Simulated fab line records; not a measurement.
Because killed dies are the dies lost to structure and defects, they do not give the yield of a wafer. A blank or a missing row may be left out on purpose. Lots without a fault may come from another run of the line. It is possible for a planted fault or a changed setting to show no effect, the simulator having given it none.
A single fault, viewed from 2 desks + flow sky130 + what lay behind the numbers comes last; until then each desk has only its own

== TOOL OWNER'S DESK, furnace-02 ==
The tool's own readings at SKY_GATE_OXIDE_OXIDATION_16 (stabilise 600 s, purge 300 s, target thk 3.57 nm): means of the sampled wafers that have a number, for each lot that ran on this tool. The brackets show how far a lot's mean lies from the usual mean; more than 4 standard deviations puts the lot out of limits, marked OUT. 7 of its 9 readings are shown: the first one out of limits and those lying furthest out on some lot.
Columns: A = spike-tc-bottom-C at SKY_GATE_OXIDE_OXIDATION_16, usual 816.1 C; B = spike-tc-centre-C at SKY_GATE_OXIDE_OXIDATION_16, usual 800.6 C; C = spike-tc-lower-C at SKY_GATE_OXIDE_OXIDATION_16, usual 800.2 C; D = spike-tc-top-C at SKY_GATE_OXIDE_OXIDATION_16, usual 813.4 C; E = spike-tc-upper-C at SKY_GATE_OXIDE_OXIDATION_16, usual 800.0 C; F = tube-center-temp-C at SKY_GATE_OXIDE_OXIDATION_16, usual 800 C; G = tube_center_temp_C_max at SKY_GATE_OXIDE_OXIDATION_16, usual 802.03
| lot  | first seen here | A                | B                | C                | D     | E                | F             | G                |
|------|-----------------|------------------|------------------|------------------|-------|------------------|---------------|------------------|
| L485 | day 13 18:38    | 817.1            | 800.4            | 800.4            | 812.1 | 799.9            | 800           | 802.22           |
| L486 | day 14 06:59    | 815.4            | 800.5            | 800.1            | 813.1 | 800.0            | 800           | 801.78           |
| L488 | day 15 02:04    | 816.9            | 800.4            | 800.3            | 813.3 | 799.7            | 800           | 801.83           |
| L490 | day 15 14:38    | 817.3            | 800.0            | 801.1            | 812.5 | 800.1            | 800           | 802.06           |
| L491 | day 16 03:52    | 817.6            | 800.9            | 801.1            | 812.5 | 799.7            | 800           | 802.17           |
| L500 | day 19 09:32    | 821.9 (+4.4) OUT | 806.0 (+5.4) OUT | 805.4 (+5.3) OUT | 818.1 | 804.5 (+4.5) OUT | 805 (+70) OUT | 806.80 (+16) OUT |
| L503 | day 20 00:32    | 822.4 (+4.8) OUT | 805.4 (+4.8) OUT | 805.1 (+5.1) OUT | 817.4 | 805.3 (+5.3) OUT | 805 (+70) OUT | 806.75 (+16) OUT |
| L508 | day 22 22:10    | 815.7            | 800.1            | 800.2            | 813.1 | 800.4            | 800           | 801.84           |
This desk's verdict: out of limits on L500, L503, starting with L500 at day 19 09:32 (spike-tc-bottom-C at SKY_GATE_OXIDE_OXIDATION_16). L485, L486, L488, L490, L491, L508: within limits.

== THE METROLOGY DESK ==
What the gauges read for every lot (on any tool): the sampled wafers with a number, averaged. The brackets show how far a lot's mean lies from the usual mean; more than 4 standard deviations puts the lot out of limits, marked OUT.
Columns: A = METAL2_ALCU_RS at SKY_METAL2_RS_MEAS_05, usual 0.1271 ohm/sq
| lot  | first seen here | A      |
|------|-----------------|--------|
| L485 | day 33 23:16    | 0.1298 |
| L486 | day 34 08:59    | 0.1280 |
| L487 | day 34 17:58    | 0.1295 |
| L488 | day 35 08:11    | 0.1290 |
| L490 | day 35 18:44    | 0.1274 |
| L491 | day 36 08:14    | 0.1268 |
| L494 | day 38 09:39    | 0.1255 |
| L500 | day 38 23:34    | 0.1262 |
| L501 | day 39 06:24    | 0.1246 |
| L503 | day 39 15:30    | 0.1256 |
| L507 | day 40 22:01    | 0.1271 |
| L508 | day 41 17:43    | 0.1268 |
This desk's finding: nothing out of limits on any of the 12 lots.

== ALL TOGETHER ==
At day 19 09:32, on L500, L503, the tool owner's desk was in a position to raise an alarm.
Metrology desk: nothing out of limits seen.
The metrology desk holds a record of L500, L503, inside its limits.
On furnace-02, each named lot ran SKY_GATE_OXIDE_OXIDATION_16.

== WHAT THE SIMULATOR HAD PUT IN ==
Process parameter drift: furnace-02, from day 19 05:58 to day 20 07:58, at SKY_GATE_OXIDE_OXIDATION_16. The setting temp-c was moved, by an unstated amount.
Struck lots among those shown: L500, L503.
Delay in hours, fault start to first out-of-limits reading, by desk: the tool owner's desk at 4.
